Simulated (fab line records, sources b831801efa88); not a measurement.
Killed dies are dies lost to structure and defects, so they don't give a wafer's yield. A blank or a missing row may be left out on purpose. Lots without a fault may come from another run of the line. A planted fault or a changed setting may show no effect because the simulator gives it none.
A struck lot beside a sound one | flow sky130 | 31 steps out of a route of 708
Sound: wafers L261.3, L261.4, L261.6. Struck: wafers L259.2, L259.3, L259.6. The cause comes at the end.
At each step with rows: each side's tool, then ch and its chambers, then its first start. Under that, the readings that differ: sound wafers | struck wafers | difference of the means | sigmas: that difference in standard deviations of wafers without a fault.
alike: readings whose means differ by less than 2 such deviations, and words and numbers that are the same on both sides. not compared: withheld readings, readings that some wafer has no value for, bounds like >300 that may hide the same value, and numbers for which the record gives no deviation and whose values overlap.
The two part at a step that has a row with sigmas, a row that says differs or no value, or rows on one side only. Numbers that don't overlap but have no deviation are shown without sigmas and don't part them. A reading that every wafer of one side lacks parts them only if that side has two wafers or more.

first, 6 steps without rows for these wafers: SKY_SONOS_TUNNEL_HMDS_01 (prime time 60 s); SKY_SONOS_TUNNEL_COAT_02 (resist thk 1140 nm); SKY_SONOS_TUNNEL_SOFTBAKE_03 (time 60 s); SKY_SONOS_TUNNEL_EXPOSE_04 (exposes mask TUNM, target cd 410 nm); SKY_SONOS_TUNNEL_PEB_05; SKY_SONOS_TUNNEL_DEVELOP_06 (develop time 60 s).
SKY_SONOS_TUNNEL_CD_MEAS_07: target cd 410 nm.
  sound on cd_sem-01, day 16 04:41; struck on cd_sem-01, day 15 18:43
  alike: cd_nm
SKY_SONOS_TUNNEL_OVL_MEAS_08:
  sound on overlay-02, day 16 04:47; struck on overlay-02, day 15 18:50
  alike: SONOS_TUNNEL_OVL
then, 3 steps without rows for these wafers: SKY_SONOS_TUNNEL_IMPLANT_09; SKY_SONOS_TUNNEL_WET_ETCH_10 (etches SiO2 in dHF, target depth 14 nm, time 280 s); SKY_SONOS_TUNNEL_STRIP_11 (strips in SPM, time 600 s).
SKY_SONOS_TUNNEL_TW_MEAS_12:
  sound on film_metro-01, day 16 05:14; struck on film_metro-01, day 15 19:17
  reading         | sound             | struck            | difference | sigmas
  SONOS_TUNNEL_TW | 199.5 200.2 199.8 | 195.0 194.9 196.2 | -4.5       | -3
SKY_SONOS_TUNNEL_CLEAN_13: cleans in dHF, time 20 s.
  sound on wet_bench-01 ch 0, day 16 05:17; struck on wet_bench-04 ch 0, day 15 19:20
  no value came back on the struck wafers for run_length_s (s), time_s (s); on the sound wafers run_length_s (s) reads 47.9 47.9 47.9
  reading                                      | sound             | struck            | difference | sigmas
  model.SiO2_of_NWELL_OXIDATION_01.thk_nm (nm) | 8.436 8.279 8.275 | 9.434 9.304 9.498 | +1.082     |
then, 1 step without rows for these wafers: SKY_SONOS_ONO_OXIDATION_00 (stabilise 600 s, purge 300 s, target thk 2.6 nm).
SKY_SONOS_ONO_THK_MEAS_01:
  sound on film_metro-04, day 16 08:55; struck on film_metro-03, day 15 22:41
  alike: SONOS_ONO_OXIDATION_THK
then, 1 step without rows for these wafers: SKY_SONOS_ONO_CVD_02 (deposits Si3N4 from DCS/NH3, target thk 10.5 nm, time 180 s).
SKY_SONOS_ONO_THK_MEAS_03:
  sound on film_metro-04, day 16 10:31; struck on film_metro-04, day 16 00:14
  alike: SONOS_ONO_CVD_02_THK
then, 1 step without rows for these wafers: SKY_SONOS_ONO_CVD_04 (deposits SiO2 from SiH4/N2O, target thk 5.7199 nm).
SKY_SONOS_ONO_THK_MEAS_05:
  sound on film_metro-04, day 16 12:51; struck on film_metro-04, day 16 01:33
  alike: SONOS_ONO_CVD_04_THK
then, 7 steps without rows for these wafers: SKY_SONOS_ONO_DEHYDRATE_06 (time 60 s); SKY_SONOS_ONO_HMDS_07 (prime time 60 s); SKY_SONOS_ONO_COAT_08 (resist thk 1140 nm); SKY_SONOS_ONO_SOFTBAKE_09 (time 60 s); SKY_SONOS_ONO_EXPOSE_10 (exposes mask ONOM, target cd 410 nm); SKY_SONOS_ONO_PEB_11; SKY_SONOS_ONO_DEVELOP_12 (develop time 60 s).
SKY_SONOS_ONO_CD_MEAS_13: target cd 410 nm.
  sound on cd_sem-01, day 17 18:39; struck on cd_sem-01, day 17 06:02
  alike: cd_nm
SKY_SONOS_ONO_OVL_MEAS_14:
  sound on overlay-02, day 17 18:45; struck on overlay-02, day 17 06:08
  alike: SONOS_ONO_OVL
SKY_SONOS_ONO_ETCH_15: etches the open film in CHF3/O2, target depth 19.52 nm, time 7.8 s.
  sound on rie_diel-01 ch 1,2, day 17 18:46; struck on rie_diel-01 ch 0,1,2, day 17 06:10
  reading                                      | sound            | struck           | difference | sigmas
  model.SiO2_of_NWELL_OXIDATION_01.thk_nm (nm) | 5.091 4.98 4.991 | 6.144 5.96 6.205 | +1.082     |
  alike: drypump_motor_current_A, oes_product_au, throttle_valve_pct
  not compared: rf_hours_counter_h
then, 1 step without rows for these wafers: SKY_SONOS_ONO_WET_ETCH_16 (etches SiO2 in dHF, target depth 14 nm, time 280 s).
-- the record jumps here: 32 days lie between the struck wafers' starts before and after (it left off in module SONOS_ONO and takes up again in module PAD_OPEN, whose first step shown is number 708 of the route) --
SKY_PAD_OPEN_PROBE_99:
  sound on prober-02, day 49 20:11; struck on prober-02, day 49 12:23
  reading                               | sound                   | struck                  | difference | sigmas
  model.etest.cap_ono.gate_bv_v (V)     | 16.4 16.26 16.42        | 12.54 12.9 12.76        | -3.63      |
  model.etest.cap_ono.gate_log10_a_cm2  | -7.769 -7.75 -7.815     | -6.165 -5.994 -6.033    | +1.714     |
  model.etest.sonos_baked.vt_less_v (V) | -0.5174 -0.5247 -0.5318 | -0.6789 -0.7878 -0.7262 | -0.2063    |
  model.etest.sonos_baked.vt_v (V)      | 1.023 1.034 1.026       | 0.7826 0.78 0.751       | -0.2565    |
  alike: killed_at_M0_to_M3, killed_at_M4_up, killed_at_contacts, killed_at_front_end, killed_at_other, killed_dies, killed_open, killed_short

WHERE THEY PART
First at SKY_SONOS_TUNNEL_TW_MEAS_12; last, within this record, at SKY_SONOS_TUNNEL_CLEAN_13. Later steps at which nothing parts them and some readings are alike: SKY_SONOS_ONO_THK_MEAS_01, SKY_SONOS_ONO_THK_MEAS_03, SKY_SONOS_ONO_THK_MEAS_05, SKY_SONOS_ONO_CD_MEAS_13, SKY_SONOS_ONO_OVL_MEAS_14, SKY_SONOS_ONO_ETCH_15, SKY_PAD_OPEN_PROBE_99.

WHY: what the simulator had put in
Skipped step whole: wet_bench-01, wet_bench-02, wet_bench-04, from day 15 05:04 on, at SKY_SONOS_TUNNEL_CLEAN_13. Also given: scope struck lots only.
